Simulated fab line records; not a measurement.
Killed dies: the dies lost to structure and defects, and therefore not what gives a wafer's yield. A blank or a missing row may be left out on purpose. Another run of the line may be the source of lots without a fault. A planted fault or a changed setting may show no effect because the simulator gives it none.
Which tool did it? :: flow gf180mcu :: 10 lots, 30 wafers sampled, at 3 steps of a route of 602

WHAT THE GAUGES READ, wafer by wafer
GF_M3_RS_MEAS_05: measures by four-point-probe.
lot: L573
measured: day 20 23:51
on: film-metro-01
M3_ALCU_RS (ohm/sq): 0.0688 0.0692 0.0693

lot: L575
measured: day 21 15:55
on: film-metro-02
M3_ALCU_RS (ohm/sq): 0.0700 0.0709 0.0704

lot: L580
measured: day 23 08:46
on: film-metro-03
M3_ALCU_RS (ohm/sq): 0.0738 0.0701 0.0702

lot: L589
measured: day 26 07:08
on: film-metro-02
M3_ALCU_RS (ohm/sq): 0.0698 0.0690 0.0698

lot: L590
measured: day 26 11:58
on: film-metro-01
M3_ALCU_RS (ohm/sq): 0.0692 0.0680 0.0689

lot: L591
measured: day 26 22:01
on: film-metro-03
M3_ALCU_RS (ohm/sq): 0.0695 0.0698 0.0700

lot: L592
measured: day 27 07:28
on: film-metro-01
M3_ALCU_RS (ohm/sq): 0.0702 0.0704 0.0706

lot: L593
measured: day 27 14:33
on: film-metro-01
M3_ALCU_RS (ohm/sq): 0.0697 0.0696 0.0700

lot: L594
measured: day 27 21:43
on: film-metro-01
M3_ALCU_RS (ohm/sq): 0.0701 0.0695 0.0699

lot: L595
measured: day 27 22:18
on: film-metro-03
M3_ALCU_RS (ohm/sq): 0.0684 0.0688 0.0693

WHICH TOOL RAN EACH LOT (tool, then ch and the chambers of the sampled wafers, then the start)
lot: L573
GF_M3_SPUTTER_01: pvd-sputter-03, day 20 23:44
GF_M3_SPUTTER_02: pvd-sputter-03, day 20 23:46

lot: L575
GF_M3_SPUTTER_01: pvd-sputter-02, day 21 15:47
GF_M3_SPUTTER_02: pvd-sputter-02, day 21 15:49

lot: L580
GF_M3_SPUTTER_01: pvd-sputter-02, day 23 08:37
GF_M3_SPUTTER_02: pvd-sputter-02, day 23 08:39

lot: L589
GF_M3_SPUTTER_01: pvd-sputter-01, day 26 07:01
GF_M3_SPUTTER_02: pvd-sputter-01, day 26 07:03

lot: L590
GF_M3_SPUTTER_01: pvd-sputter-03, day 26 11:49
GF_M3_SPUTTER_02: pvd-sputter-03, day 26 11:51

lot: L591
GF_M3_SPUTTER_01: pvd-sputter-02, day 26 21:51
GF_M3_SPUTTER_02: pvd-sputter-02, day 26 21:53

lot: L592
GF_M3_SPUTTER_01: pvd-sputter-01, day 27 07:20
GF_M3_SPUTTER_02: pvd-sputter-01, day 27 07:22

lot: L593
GF_M3_SPUTTER_01: pvd-sputter-01, day 27 14:25
GF_M3_SPUTTER_02: pvd-sputter-01, day 27 14:26

lot: L594
GF_M3_SPUTTER_01: pvd-sputter-02, day 27 21:32
GF_M3_SPUTTER_02: pvd-sputter-02, day 27 21:35

lot: L595
GF_M3_SPUTTER_01: pvd-sputter-03, day 27 22:11
GF_M3_SPUTTER_02: pvd-sputter-03, day 27 22:13
- GF_M3_SPUTTER_01: material TiN, target thk 30 nm, time 25 s.
- GF_M3_SPUTTER_02: material AlCu, target thk 450 nm, time 23.9 s.

THE ANSWER, worked out from the rows above alone
Rule: the usual values come from the lots themselves. The widest of any qualifying gaps counts: lots, ordered by their means at a reading, are off when they make up no more than a third of the lots, leave a main group of 4 or more, and stand apart from it by 3 or more times the standard deviation of that group's means. Not used: any main group whose means are identical at the precision the tables above print for the reading. A lot without any number at a reading at which 4 lots or more have one is off too. The other lots that the step has rows for count as sound.
Across all readings shown, no lot is off: no conclusion can be drawn from this.

WHAT THE SIMULATOR HAD PUT IN
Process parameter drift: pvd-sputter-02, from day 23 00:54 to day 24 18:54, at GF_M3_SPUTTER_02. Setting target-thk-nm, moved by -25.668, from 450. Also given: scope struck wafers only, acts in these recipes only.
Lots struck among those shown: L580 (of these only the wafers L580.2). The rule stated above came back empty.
